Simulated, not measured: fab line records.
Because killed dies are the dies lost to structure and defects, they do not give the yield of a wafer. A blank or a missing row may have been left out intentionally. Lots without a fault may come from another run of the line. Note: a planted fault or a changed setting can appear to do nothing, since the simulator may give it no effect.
Comparing a struck lot with a sound one / flow sky130 / 33 out of 708 route steps
Sound: the wafers L712.1, L712.4, L712.5. Struck: wafers L708.5, L708.6. (L708.3 of the same lot was not struck and is left out.) The cause comes at the end.
Per side, at each step with rows, come the tool, then ch with its chambers, and then its first start. Under that, the readings that differ: sound wafers / struck wafers / difference of the means / sigmas: that difference in standard deviations of wafers without a fault.
alike: readings whose means differ by less than 2 such deviations, and words and numbers that are the same on both sides. not compared: withheld readings, readings that some wafer has no value for, bounds like >300 that may hide the same value, and numbers for which the record gives no deviation and whose values overlap.
The two part at a step that has a row with sigmas, a row that says differs or no value, or rows on one side only. When numbers do not overlap yet have no deviation, they are printed without sigmas and do not part them. A reading that every wafer of one side lacks parts them only if that side has two wafers or more.

first, 11 steps without rows for these wafers: SKY_METAL5_SOFTBAKE_10 (time 60 s); SKY_METAL5_EXPOSE_11 (exposes mask MM5, target cd 1600 nm); SKY_METAL5_PEB_12; SKY_METAL5_DEVELOP_13 (develop time 60 s); SKY_METAL5_DESCUM_14 (chemistry O2, time 11 s); SKY_METAL5_METAL_ETCH_15 (etches the open film in Cl2/BCl3, stops on SiO2, target depth 1260 nm, time 252 s); SKY_METAL5_STRIP_16 (strips in O2/N2); SKY_METAL5_STRIP_17 (strips in post etch residue remover, time 1200 s); SKY_METAL5_CLEAN_18 (cleans in IPA, time 180 s); SKY_METAL5_CLEAN_19 (cleans in O3/DIW); SKY_PASSIVATION_CVD_00 (deposits SiO2, target thk 90 nm).
SKY_PASSIVATION_CVD_02: deposits Si3N4, target thk 540 nm.
  sound on pecvd-03 ch 0,1,2, day 48 22:02; struck on pecvd-01 ch 0,2, day 48 07:53
reading=model.Si3N4_of_PASSIVATION_CVD_02.thk nm (nm); sound=522.4 550 542.8; struck=572.2 567; difference=+31.2; sigmas=
  alike: heater power w
SKY_PASSIVATION_THK_MEAS_03:
  sound on film metro-02 at day 48 22:16; struck on film metro-04 at day 48 08:21
reading=PASSIVATION_CVD_02_THK (nm); sound=523 550 543; struck=572 567; difference=+31; sigmas=+4
  not compared: hold
then, 6 steps without rows for these wafers: SKY_PASSIVATION_HMDS_05 (prime time 60 s); SKY_PASSIVATION_COAT_06 (resist thk 3000 nm); SKY_PASSIVATION_SOFTBAKE_07; SKY_PASSIVATION_EXPOSE_08 (exposes mask NSM, target cd 3000 nm); SKY_PASSIVATION_PEB_09; SKY_PASSIVATION_DEVELOP_10 (develop time 60 s).
SKY_PASSIVATION_ETCH_11: etches the open film in CF4/O2, stops on AlCu, target depth 725 nm, time 161.1 s.
  sound on rie diel-02 ch 0,1,3, day 49 15:10; struck on rie diel-02 ch 1,2, day 49 03:06
  alike: drypump motor current A, oes product au, throttle valve pct
  not compared: rf hours counter h, model.etch.depth nm, model.PASSIVATION.feature depth nm
then, 8 steps without rows for these wafers: SKY_PASSIVATION_STRIP_12 (strips in O2/N2); SKY_PAD_OPEN_DEHYDRATE_00 (time 60 s); SKY_PAD_OPEN_HMDS_01 (prime time 60 s); SKY_PAD_OPEN_COAT_02 (resist thk 3000 nm); SKY_PAD_OPEN_SOFTBAKE_03; SKY_PAD_OPEN_EXPOSE_04 (exposes mask PDM, target cd 60000 nm); SKY_PAD_OPEN_PEB_05; SKY_PAD_OPEN_DEVELOP_06 (develop time 60 s).
SKY_PAD_OPEN_ETCH_07: etches the open film in CF4/O2, stops on AlCu, target depth 725 nm, time 161.1 s.
  sound on rie diel-01 ch 0,3, day 50 06:41; struck on rie diel-04 ch 2,3, day 49 19:34
reading=oes product au (a.u.); sound=0.958 0.986 0.968; struck=0.996 0.978; difference=+0.016; sigmas=+2
reading=model.etch.depth nm (nm); sound=685.1 713.2 706.1; struck=731.2 723.9; difference=+26.1; sigmas=
reading=model.PAD_OPEN.feature depth nm (nm); sound=685.1 713.2 706.1; struck=731.2 723.9; difference=+26.1; sigmas=
  alike: drypump motor current A, throttle valve pct
  not compared: rf hours counter h
then, 1 step without rows for these wafers: SKY_PAD_OPEN_STRIP_08 (strips in O2/N2).
SKY_PAD_OPEN_STRIP_09: strips in post etch residue remover, time 1200 s.
  sound on wet bench-04 ch 0, day 50 06:53; struck on wet bench-02 ch 3, day 49 19:48
reading=model.Si3N4_of_PASSIVATION_CVD_02.thk nm (nm); sound=522.1 549.6 542.5; struck=571.8 566.6; difference=+31.1; sigmas=
then, 1 step without rows for these wafers: SKY_PAD_OPEN_CLEAN_10 (cleans in IPA, time 180 s).
SKY_PAD_OPEN_PROBE_99:
  sound on prober-02 at day 50 09:01; struck on prober-02 at day 49 22:47
  alike: defect limited yield, killed_at_M0_to_M3, killed_at_M4_up, killed at contacts, killed at front end, killed at other, killed dies, killed on rim, killed open, killed short, sort_bin_3_pad_short, sort_bin_5_function, sort_bin_6_memory, sort n pass, sort yield pct

WHERE THEY PART
Last at SKY_PAD_OPEN_ETCH_07 as far as this record goes, first at SKY_PASSIVATION_THK_MEAS_03. Later steps at which nothing parts them and some readings are alike: SKY_PAD_OPEN_PROBE_99.

WHY: whatever the simulator had introduced
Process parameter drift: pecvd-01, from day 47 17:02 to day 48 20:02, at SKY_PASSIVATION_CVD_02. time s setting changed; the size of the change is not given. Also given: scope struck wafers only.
